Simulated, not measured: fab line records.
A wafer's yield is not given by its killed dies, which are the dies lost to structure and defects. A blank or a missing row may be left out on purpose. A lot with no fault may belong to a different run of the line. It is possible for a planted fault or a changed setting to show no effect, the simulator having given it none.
The tool behind it: which one? | flow gf180mcu | 15 lots with 43 wafers sampled at 2 steps, on a route of 602 steps

== WHAT EACH GAUGE READ, for each wafer ==
GF_STI_THK_MEAS_30. Usual: STI_OXIDATION_02_THK gives 10.04 nm (standard deviation 0.22).
lot  | measured    | on            | STI_OXIDATION_02_THK (nm) | flag
L201 | day 2 05:29 | film-metro-03 | 9.84 9.75 10.02           |
L202 | day 2 10:44 | film-metro-02 | 10.03 9.97 9.97           |
L204 | day 2 21:36 | film-metro-02 | 9.60 9.79 9.78            |
L205 | day 3 02:52 | film-metro-01 | 10.17 9.94 9.92           |
L207 | day 3 13:04 | film-metro-02 | 9.97 9.79 9.70            |
L208 | day 3 17:46 | film-metro-03 | 10.13 10.02               |
L209 | day 4 00:56 | film-metro-03 | 9.77 9.81 9.77            |
L212 | day 4 15:55 | film-metro-03 | 10.08 10.16               |
L213 | day 4 20:35 | film-metro-03 | 10.19 10.22 10.01         |
L214 | day 5 01:12 | film-metro-02 | 14.02 13.88 13.72         | OFF
L215 | day 5 07:34 | film-metro-03 | 13.82 13.96 13.82         | OFF
L216 | day 5 13:49 | film-metro-03 | 10.10 10.21 10.10         |
L217 | day 5 18:32 | film-metro-01 | 14.15 14.15 14.08         | OFF
L218 | day 5 22:01 | film-metro-02 | 10.13 10.16 10.09         |
L224 | day 7 08:52 | film-metro-01 | 10.05 10.18 10.24         |

== WHAT TOOL EACH LOT RAN ON (gives the tool, then ch and the chambers of the sampled wafers, and finally the start) ==
lot  | GF_STI_OXIDATION_29
L201 | furnace-02 ch 0, day 2 04:04
L202 | furnace-01 ch 0, day 2 09:21
L204 | furnace-02 ch 0, day 2 20:13
L205 | furnace-01 ch 0, day 3 01:28
L207 | furnace-02 ch 0, day 3 11:40
L208 | furnace-02 ch 0, day 3 16:22
L209 | furnace-02 ch 0, day 3 23:31
L212 | furnace-01 ch 0, day 4 14:31
L213 | furnace-01 ch 0, day 4 19:11
L214 | furnace-01 ch 0, day 4 23:49
L215 | furnace-01 ch 0, day 5 06:10
L216 | furnace-02 ch 0, day 5 12:25
L217 | furnace-01 ch 0, day 5 17:09
L218 | furnace-02 ch 0, day 5 20:37
L224 | furnace-02 ch 0, day 7 07:28
- GF_STI_OXIDATION_29: stabilise 600 s, purge 300 s, target thk 10 nm.

== WHAT THE TOOLS THEMSELVES READ (means of the sampled wafers that have a number; where no wafer has one, the mark that the record gives instead) ==
GF_STI_OXIDATION_29. Usual: spike-tc-bottom-C 919.0 C (standard deviation 1); spike-tc-centre-C 901.2 C (standard deviation 0.97); spike-tc-lower-C 900.6 C (standard deviation 1); spike-tc-top-C 916.2 C (standard deviation 2.4); spike-tc-upper-C 899.7 C (standard deviation 1.2); tube-center-temp-C 900.01 C (standard deviation 0.081); zone-power-upper-pct 16.12 % (standard deviation 0.29).
lot  | tool       | spike-tc-bottom-C (C) | spike-tc-centre-C (C) | spike-tc-lower-C (C) | spike-tc-top-C (C) | spike-tc-upper-C (C) | tube-center-temp-C (C) | zone-power-upper-pct (%) | flag
L201 | furnace-02 | 919.3                 | 901.4                 | 900.8                | 918.0              | 899.9                | 899.97                 | 16.02                    |
L202 | furnace-01 | 918.5                 | 901.6                 | 898.9                | 912.9              | 898.7                | 900.00                 | 16.40                    |
L204 | furnace-02 | 919.4                 | 901.0                 | 901.7                | 918.1              | 900.5                | 900.09                 | 15.86                    |
L205 | furnace-01 | 918.3                 | 902.0                 | 899.9                | 912.8              | 898.6                | 900.01                 | 16.55                    |
L207 | furnace-02 | 919.0                 | 900.6                 | 900.4                | 917.5              | 900.1                | 899.97                 | 16.01                    |
L208 | furnace-02 | 919.0                 | 901.3                 | 898.8                | 916.8              | 899.3                | 900.13                 | 15.96                    |
L209 | furnace-02 | 918.5                 | 900.7                 | 901.0                | 917.4              | 900.0                | 899.95                 | 16.11                    |
L212 | furnace-01 | 919.7                 | 901.8                 | 900.0                | 912.5              | 898.4                | 899.96                 | 16.44                    |
L213 | furnace-01 | 919.6                 | 900.6                 | 899.3                | 912.6              | 898.5                | 900.07                 | 16.48                    |
L214 | furnace-01 | 948.6                 | 931.3                 | 930.1                | 942.1              | 928.8                | 899.97                 | 17.64                    | OFF
L215 | furnace-01 | 949.3                 | 931.5                 | 930.0                | 941.7              | 928.5                | 900.01                 | 17.91                    | OFF
L216 | furnace-02 | 919.9                 | 899.5                 | 900.7                | 917.3              | 901.1                | 900.07                 | 15.93                    |
L217 | furnace-01 | 949.7                 | 932.3                 | 930.6                | 942.7              | 928.2                | 900.07                 | 17.80                    | OFF
L218 | furnace-02 | 918.3                 | 900.3                 | 900.3                | 917.1              | 899.9                | 900.01                 | 15.91                    |
L224 | furnace-02 | 918.7                 | 901.2                 | 900.8                | 918.3              | 899.6                | 900.07                 | 16.12                    |

== THE ANSWER, worked out from the rows above alone ==
Rule: lot off if the mean of its wafers having a number is beyond 3 standard deviations from the usual mean. A lot without any number at a reading at which 4 lots or more have one is off too. All remaining lots with rows at the step are treated as sound. After the gauges, taken in route order, come the tools' own readings; for these a lot's mean is taken, as printed above. At the first step where some lot is off, the reading lying furthest off is the one used; lots without a number count as furthest.
Off: at GF_STI_THK_MEAS_30 (STI_OXIDATION_02_THK), L214, L215, L217.
A tool fits if, at a process step before that reading, it ran every lot that is off, and no sound lot after the first of them. The gauges at GF_STI_THK_MEAS_30 aren't tried: what is off there is off at GF_STI_OXIDATION_29 too, on other tools, and a gauge's error can't cause that. One fits: furnace-01 at GF_STI_OXIDATION_29. Its last sound lot is L213 (day 4 19:11), its first lot that is off L214 (day 4 23:49): a fault that began between those two fits.
The tool's own readings at GF_STI_OXIDATION_29 bear it out: on the lots that are off they differ by more than 5 times the standard deviation of the sound lots' means. spike-tc-bottom-C reads 949.2 C there against 919.0 C on the sound lots; spike-tc-centre-C reads 931.7 C there against 901.0 C on the sound lots; spike-tc-lower-C reads 930.2 C there against 900.2 C on the sound lots; spike-tc-top-C reads 942.2 C there against 915.9 C on the sound lots; spike-tc-upper-C reads 928.5 C there against 899.5 C on the sound lots; zone-power-upper-pct reads 17.78 % there against 16.15 % on the sound lots.

== WHAT THE SIMULATOR HAD INSERTED ==
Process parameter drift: furnace-01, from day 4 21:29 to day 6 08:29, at GF_STI_OXIDATION_29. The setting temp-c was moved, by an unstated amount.
Lots struck among those shown: L214, L215, L217. Same finding as the rule above.
